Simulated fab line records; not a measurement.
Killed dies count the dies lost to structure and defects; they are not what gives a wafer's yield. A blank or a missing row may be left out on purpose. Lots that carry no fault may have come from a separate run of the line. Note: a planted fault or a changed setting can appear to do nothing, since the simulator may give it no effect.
Comparing a struck lot with a sound one + flow sky130 + 22 out of 708 route steps
Sound: wafers L774.1, L774.4, L774.6. Struck: wafers L768.1, L768.4, L768.6. At the end, the cause is stated.
Per side, at each step with rows, come the tool, then ch with its chambers, and then its first start. Under that, the readings that differ: sound wafers + struck wafers + difference of the means + sigmas: that difference in standard deviations of wafers without a fault.
alike: same words and numbers on both sides, and readings whose means sit less than 2 such deviations apart. not compared: any withheld reading, any reading some wafer has no value for, any bound like >300 that may hide the same value, and any number with overlapping values for which the record gives no deviation.
Wherever a step has rows on one side only, a row that says differs or no value, or a row with sigmas, the two part there. Non-overlapping numbers with no deviation appear without sigmas and do not part them. A reading that every wafer of one side lacks parts them only if that side has two wafers or more.

SKY_METAL4_SPUTTER_00: material Ti, target thk 15 nm, time 10 s.
  sound on pvd sputter-03, day 43 19:25; struck on pvd sputter-03, day 42 12:18
  alike: cathode dc power W, throttle valve pct
SKY_METAL4_SPUTTER_01: material TiN, target thk 20 nm, time 16.7 s.
  sound on pvd sputter-03, day 43 19:26; struck on pvd sputter-03, day 42 12:19
  alike: cathode dc power W, throttle valve pct
then, 1 step without rows for these wafers: SKY_METAL4_SPUTTER_02 (material AlCu, target thk 735 nm, time 39.1 s).
SKY_METAL4_SPUTTER_03: material Ti, target thk 5 nm, time 3.3 s.
  sound on pvd sputter-03, day 43 19:30; struck on pvd sputter-03, day 42 12:23
  alike: cathode dc power W, throttle valve pct
SKY_METAL4_SPUTTER_04: material TiN, target thk 70 nm, time 58.3 s.
  sound on pvd sputter-03, day 43 19:31; struck on pvd sputter-03, day 42 12:24
  alike: cathode dc power W, throttle valve pct
then, 1 step without rows for these wafers: SKY_CAP2M_CVD_00 (deposits SiO2, target thk 15.5 nm).
SKY_CAP2M_THK_MEAS_01:
  sound on film metro-04, day 43 19:35; struck on film metro-04, day 42 12:28
  alike: CAP2M_CVD_00_THK
SKY_CAP2M_SPUTTER_02: material TiN, target thk 200 nm, time 166.7 s.
  sound on pvd sputter-04, day 43 19:39; struck on pvd sputter-04, day 42 12:32
  alike: cathode dc power W, throttle valve pct
SKY_CAP2M_RS_MEAS_03: measures by four-point-probe.
  sound on film metro-03, day 43 19:46; struck on film metro-01, day 42 12:38
  alike: CAP2M_TIN_RS
SKY_CAP2M_THK_MEAS_04: measures by xrf.
  sound on film metro-03, day 43 19:53; struck on film metro-01, day 42 12:46
  alike: CAP2M_TIN_THK
then, 2 steps without rows for these wafers: SKY_CAP2M_DEHYDRATE_05 (time 60 s); SKY_CAP2M_HMDS_06 (prime time 60 s).
SKY_CAP2M_COAT_07: resist thk 1140 nm.
  sound on litho track-04 ch 0, day 44 06:18; struck on litho track-02 ch 0, day 42 23:52
| reading                                    | sound                | struck               | difference | sigmas      |
|--------------------------------------------|----------------------|----------------------|------------|-------------|
| spin speed rpm (rpm)                       | 3001.4 2999.1 2999.0 | 2630.8 2629.3 2625.9 | -371.2     | -99 or more |
| model.NOVOLAK_of_CAP2M_COAT_07.thk nm (nm) | 1145 1144 1139       | 1214 1214 1215       | +72        |             |
then, 4 steps without rows for these wafers: SKY_CAP2M_SOFTBAKE_08 (time 60 s); SKY_CAP2M_EXPOSE_09 (exposes mask CAP2M, target cd 1000 nm); SKY_CAP2M_PEB_10; SKY_CAP2M_DEVELOP_11 (develop time 60 s).
SKY_CAP2M_OVL_MEAS_12:
  sound on overlay-02, day 44 17:24; struck on overlay-01, day 43 11:20
  alike: CAP2M_OVL
SKY_CAP2M_METAL_ETCH_13: etches TiN in Cl2/BCl3, stops on SiO2, target depth 220 nm, time 62.9 s.
  sound on rie metal-03 ch 0,1, day 44 17:26; struck on rie metal-04 ch 0,1, day 43 11:23
| reading                                    | sound             | struck         | difference | sigmas |
|--------------------------------------------|-------------------|----------------|------------|--------|
| model.NOVOLAK_of_CAP2M_COAT_07.thk nm (nm) | 999.2 998.1 993.6 | 1068 1067 1067 | +70        |        |
  alike: bcl3 flow sccm, drypump motor current A, he backside leak sccm, mfc cl2 sccm, oes product au, rf fwd power W, throttle valve pct
  not compared: rf hours counter h, model.CAP2M.cd nm
SKY_CAP2M_STRIP_14: strips in O2/N2.
  sound on plasma asher-01 ch 0,1, day 44 17:34; struck on plasma asher-01 ch 0,1, day 43 11:28
| reading                      | sound             | struck            | difference | sigmas |
|------------------------------|-------------------|-------------------|------------|--------|
| strip time to endpoint s (s) | 12.72 12.70 12.64 | 13.43 13.43 13.43 | +0.74      | +17    |
  alike: drypump motor current A, n2 flow sccm, o2 flow sccm, oes product au
  not compared: rf hours counter h
then, 2 steps without rows for these wafers: SKY_CAP2M_STRIP_15 (strips in post etch residue remover, time 1200 s); SKY_PAD_OPEN_PROBE_99.

WHERE THEY PART
Earliest at SKY_CAP2M_COAT_07; latest, in this record, at SKY_CAP2M_STRIP_14.

WHY: whatever the simulator had introduced
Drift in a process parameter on litho track-02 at SKY_CAP2M_COAT_07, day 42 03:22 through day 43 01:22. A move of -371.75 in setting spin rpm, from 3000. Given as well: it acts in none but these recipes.
